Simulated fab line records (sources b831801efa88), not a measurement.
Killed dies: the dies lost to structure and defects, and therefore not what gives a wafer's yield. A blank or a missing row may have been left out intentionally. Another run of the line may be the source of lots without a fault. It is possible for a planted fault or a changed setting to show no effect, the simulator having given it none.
Code-filled problem report in 8D (eight disciplines) form | flow sky130 | the parts of the form that need people (team, actions taken, sign-off) are left out

== 1. THE PROBLEM ==
Wafers without a fault read 7.5e+13, standard deviation 8.9e+10; dose-ions-cm2 at SKY_LDD_N_IMPLANT_11 reads a mean of 1.1e+14 on 6 wafers belonging to 2 lots. So: +99 or more standard deviations from the usual mean.
First seen on wafer L508.1, day 19 17:14, on implanter-04. At this step, 33 wafers from 11 lots have a number in the record. The rule behind "out" and "out of limits": a value lying over 4 standard deviations away from the usual mean. All remaining wafers that have a number are taken as sound.

== 2. WHAT IT IS, AND WHAT IT ISN'T ==
question                    | is                                | is not
which readings at this step | dose-ions-cm2, faraday-current-uA | -
which lots                  | L507, L508                        | L501, L502, L504, L510, L517, L518, L519, L523, L524
which wafers of those lots  | all that have a number            | -
read on which tools         | implanter-04                      | implanter-01, implanter-02
when                        | from day 19 17:14                 | up to then (9 sound wafers); but 18 sound wafers of L510, L517, L518, L519, L523, L524 came after

== 3. THE SUSPECTS, EACH WITH WHAT RULES IT OUT ==
Counting: a tool stays on the suspect list if, at a process step up to the reading, it processed all lots that are out and no sound lot following the first of them.
- implanter-04 at SKY_LDD_N_IMPLANT_11: ruled out as a lasting fault. After its first lot that is out, L508 (day 19 17:14), sound lots L518, L519, L524 ran on it.
Left after counting: nothing in the record.

== 4. THE CAUSE (what the simulator had put in) ==
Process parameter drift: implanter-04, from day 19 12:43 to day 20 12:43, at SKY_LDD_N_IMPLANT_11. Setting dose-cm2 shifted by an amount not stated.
Counting ruled it out, wrongly.

== 5. THE EFFECT CHAIN, in route order ==
Each row: a reading whose mean over the struck wafers that have a number lies more than 3 standard deviations from the usual. Only readings for which the record gives a usual standard deviation are gone through. hours: the time from each lot's start at the first step in this table that gives one to its start at this step, as a median over the lots. sigmas: the change in usual standard deviations.
hours | step                 | reading                  | usual   | on struck wafers | change   | sigmas
0     | SKY_LDD_N_IMPLANT_11 | beam-on-s                | 9.96 s  | 10.81            | +0.85    | +4.3
0     | SKY_LDD_N_IMPLANT_11 | dose-ions-cm2            | 7.5e+13 | 1.1e+14          | +3.1e+13 | +99 or more
0     | SKY_LDD_N_IMPLANT_11 | faraday-current-uA       | 424     | 554              | +130     | +16
1     | SKY_LDD_N_STRIP_16   | strip-time-to-endpoint-s | 4.315 s | 4.414            | +0.099   | +6.6
Its process steps:
- SKY_LDD_N_IMPLANT_11
- SKY_LDD_N_STRIP_16: strips in O2/N2.

== 6. WHAT WOULD HAVE CAUGHT IT SOONER ==
In this record no reading fell out of limits until day 19 17:14, 5 hours after the fault had begun at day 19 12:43.
